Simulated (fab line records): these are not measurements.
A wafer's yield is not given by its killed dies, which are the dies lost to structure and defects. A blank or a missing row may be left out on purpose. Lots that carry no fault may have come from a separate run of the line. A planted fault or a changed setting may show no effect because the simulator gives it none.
8D (eight disciplines) problem report, filled in by code | flow sky130 | the parts of the form that need people (team, actions taken, sign-off) are left out

== 1. THE ISSUE ==
At SKY_SD_P_DEVELOP_06, developer_temp_C averages 23.72 C over 6 wafers from 2 lots, while fault-free wafers read 22.98 C, standard deviation 0.1. That is +7.4 standard deviations from the usual mean.
The step: develop time 60 s.
Seen first at day 31 13:08 on litho_track-01, wafer L768.1. The record holds 36 wafers of 12 lots with a number at this step. The rule behind "out" and "out of limits": a value lying over 4 standard deviations away from the usual mean. The other wafers with a number count as sound.

== 2. WHAT IT IS; WHAT IT IS NOT ==
question                    | is                     | is not
which readings at this step | developer_temp_C       | -
which lots                  | L767, L768             | L750, L753, L754, L755, L756, L757, L758, L770, L771, L772
which wafers of those lots  | all that have a number | -
read on which tools         | litho_track-01         | litho_track-03, litho_track-04
when                        | from day 31 13:08      | up to then (21 sound wafers); but 9 sound wafers of L770, L771, L772 came after

== 3. WHAT RULES OUT EACH SUSPECT ==
Counting: any tool at a process step up to the reading is kept as a suspect provided that every lot that is out went through it and no sound lot did after the first of them.
- rie_diel-02 at SKY_SPACER_ETCHBACK_02 (etches Si3N4 in CH3F/O2, stops on SiO2, time 46.7 s, target depth 45 nm): kept. It processed each lot that is out, first L768 at day 29 05:47, and no sound lot thereafter; up to then, the last sound lot it processed was L757 at day 25 18:07.
- litho_track-01 at SKY_SD_P_DEVELOP_06 (develop time 60 s): kept. It processed each lot that is out, first L768 at day 31 13:08, and no sound lot thereafter; up to then, the last sound lot it processed was L758 at day 28 09:10. On those wafers its own readings are out: developer_temp_C.
Left after counting: rie_diel-02 at SKY_SPACER_ETCHBACK_02, litho_track-01 at SKY_SD_P_DEVELOP_06.

== 4. THE CAUSE (what the simulator had put in) ==
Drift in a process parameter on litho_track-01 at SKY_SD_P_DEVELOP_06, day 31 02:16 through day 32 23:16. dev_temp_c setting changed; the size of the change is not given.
This tool is one of the 2 suspects left after counting.

== 5. SEQUENCE OF EFFECTS, ordered by route ==
Rows list readings where the struck wafers' mean (over those with a number) sits beyond 3 standard deviations from the usual. Only readings whose record carries a usual standard deviation are examined. hours: median over the lots of the time between each lot's start at the first step of this table that gives one and its start at this step. sigmas: the change, counted in usual standard deviations.
hours | step                | reading          | usual   | on struck wafers | change | sigmas
0     | SKY_SD_P_DEVELOP_06 | developer_temp_C | 22.98 C | 23.72            | +0.74  | +7.4
Its process steps:
- SKY_SD_P_DEVELOP_06: develop time 60 s.

== 6. WHAT WOULD HAVE CAUGHT IT SOONER ==
In this record no reading fell out of limits until day 31 13:08, 11 hours after the fault had begun at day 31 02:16.
